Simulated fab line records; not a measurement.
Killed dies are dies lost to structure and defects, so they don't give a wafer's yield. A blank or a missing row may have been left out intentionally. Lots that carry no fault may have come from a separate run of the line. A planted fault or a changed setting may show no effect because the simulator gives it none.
Chamber matching ; flow gf180mcu ; 3 sister chambers for GF_CONTACT_CVD_00 on hdpcvd-01
The step deposits SiO2, target thk 300 nm, time 50 s. 3 wafers are shown with their chamber, then 7 later ones without.

== WAFERS PAIRED WITH THEIR CHAMBERS ==
wafer;chamber;pressure-mtorr (mTorr)
L124.3;2;5.972
L125.3;1;5.993
L125.5;0;6.017

== WAFERS WITHOUT THEIR CHAMBER ==
wafer;pressure-mtorr (mTorr)
L125.6;6.008
L127.2;5.999
L127.4;6.018
L127.6;6.001
L131.2;5.997
L131.4;6.011
L131.6;5.995

== EACH ONE'S CHAMBER ==
wafer;from the rows above;in truth
L125.6;can't be placed: 0 or 1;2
L127.2;1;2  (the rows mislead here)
L127.4;0;0
L127.6;can't be placed: 1 or 0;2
L131.2;1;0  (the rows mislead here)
L131.4;0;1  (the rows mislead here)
L131.6;1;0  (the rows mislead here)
1 of 7 placed correctly. Not placeable from these rows: 2 (in 0, the candidates include the true chamber). Placed wrongly: 4.
How it was worked out, from the rows above alone: a wafer's distance from a chamber is the root of the sum, over the readings, of the square of ((its reading less the chamber's mean) divided by the reading's scatter). If the next closest chamber is less than 2 further off than the closest, the wafer can't be placed; otherwise it belongs to the closest. For every chamber, the mean is computed from those of its wafers that are shown. The scatter (one wafer shown for each chamber): square how far every hidden wafer sits from the nearest shown wafer, average those squares and take the square root.
